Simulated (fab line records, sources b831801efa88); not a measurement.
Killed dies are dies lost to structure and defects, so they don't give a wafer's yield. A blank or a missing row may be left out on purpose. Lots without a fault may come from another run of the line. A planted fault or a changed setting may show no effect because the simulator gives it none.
A struck lot beside a sound one | flow sky130 | 15 steps out of a route of 708
Sound: wafers L183.2, L183.5, L183.6. Struck: wafers L190.2, L190.3, L190.6. The cause comes at the end.
At each step with rows: each side's tool, then ch and its chambers, then its first start. Under that, the readings that differ: sound wafers | struck wafers | difference of the means | sigmas: that difference in standard deviations of wafers without a fault.
alike: readings whose means differ by less than 2 such deviations, and words and numbers that are the same on both sides. not compared: withheld readings, readings that some wafer has no value for, bounds like >300 that may hide the same value, and numbers for which the record gives no deviation and whose values overlap.
The two part at a step that has a row with sigmas, a row that says differs or no value, or rows on one side only. Numbers that don't overlap but have no deviation are shown without sigmas and don't part them. A reading that every wafer of one side lacks parts them only if that side has two wafers or more.

SKY_VIA3_ETCH_14: etches BARC in N2/H2, stops on SiO2, time 45.9 s, target depth 60 nm.
  sound on rie_diel-04 ch 2,3, day 43 12:34; struck on rie_diel-03 ch 1,3, day 44 16:34
  alike: bias_w, drypump_motor_current_A, oes_product_au, throttle_valve_pct
  not compared: rf_hours_counter_h
then, 5 steps without rows for these wafers: SKY_VIA3_ETCH_15 (etches SiO2 in C4F8/O2/Ar, stops on TiN, target depth 507 nm, time 78 s); SKY_VIA3_STRIP_16 (strips in O2/N2); SKY_VIA3_STRIP_17 (strips in post etch residue remover, time 1200 s); SKY_VIA3_CLEAN_18 (cleans in IPA, time 180 s); SKY_VIA3_CLEAN_19 (cleans in O3/DIW).
SKY_VIA3_SPUTTER_20: material TiN, target thk 20 nm, time 80 s.
  sound on pvd_sputter-03, day 43 13:19; struck on pvd_sputter-03, day 44 17:16
  alike: chamber_pressure_pa, throttle_valve_pct
SKY_VIA3_CVD_21: deposits W, target thk 390 nm, time 117.31 s.
  sound on cvd_w-02 ch 0,1, day 43 13:23; struck on cvd_w-01 ch 0,1, day 44 17:20
  alike: heater_power_w
SKY_VIA3_RS_MEAS_22: measures by four-point-probe.
  sound on film_metro-04, day 43 13:32; struck on film_metro-02, day 44 17:28
  alike: VIA3_W_RS
SKY_VIA3_THK_MEAS_23: measures by xrf.
  sound on film_metro-04, day 43 13:38; struck on film_metro-02, day 44 17:35
  alike: VIA3_W_THK
SKY_VIA3_CMP_24: polishes, stops on SiO2, t overpolish 20 s, target thk 0 nm.
  sound on cmp-01 ch 0,1,2, day 43 13:50; struck on cmp-01 ch 1,2, day 44 17:41
  alike: motor_current_A, overpolish_run_s, slurry_filter_dp_kPa, time_to_endpoint_s
then, 1 step without rows for these wafers: SKY_METAL4_SPUTTER_00 (material Ti, target thk 15 nm, time 10 s).
SKY_METAL4_SPUTTER_01: material TiN, target thk 20 nm, time 16.7 s.
  sound on pvd_sputter-03, day 43 14:01; struck on pvd_sputter-03, day 44 18:00
  reading                                    | sound             | struck            | difference | sigmas
  model.TiN_of_METAL4_SPUTTER_01.thk_nm (nm) | 19.74 19.59 19.57 | 34.22 34.09 34.25 | +14.55     |
  alike: chamber_pressure_pa, throttle_valve_pct
SKY_METAL4_SPUTTER_02: material AlCu, target thk 735 nm, time 39.1 s.
  sound on pvd_sputter-03, day 43 14:02; struck on pvd_sputter-03, day 44 18:02
  alike: chamber_pressure_pa, throttle_valve_pct
-- the record jumps here: 5 days lie between the struck wafers' starts before and after (it left off in module METAL4 and takes up again in module PAD_OPEN, whose first step shown is number 708 of the route) --
SKY_PAD_OPEN_PROBE_99:
  sound on prober-02, day 49 00:37; struck on prober-02, day 50 00:00
  alike: defect_limited_yield, killed_at_M0_to_M3, killed_at_M4_up, killed_at_contacts, killed_at_front_end, killed_at_other, killed_dies, killed_open, killed_short, sort_bin_3_pad_short, sort_bin_5_function, sort_bin_6_memory, sort_n_pass, sort_yield_pct

WHERE THEY PART
Nowhere in this record.

WHY: what the simulator had put in
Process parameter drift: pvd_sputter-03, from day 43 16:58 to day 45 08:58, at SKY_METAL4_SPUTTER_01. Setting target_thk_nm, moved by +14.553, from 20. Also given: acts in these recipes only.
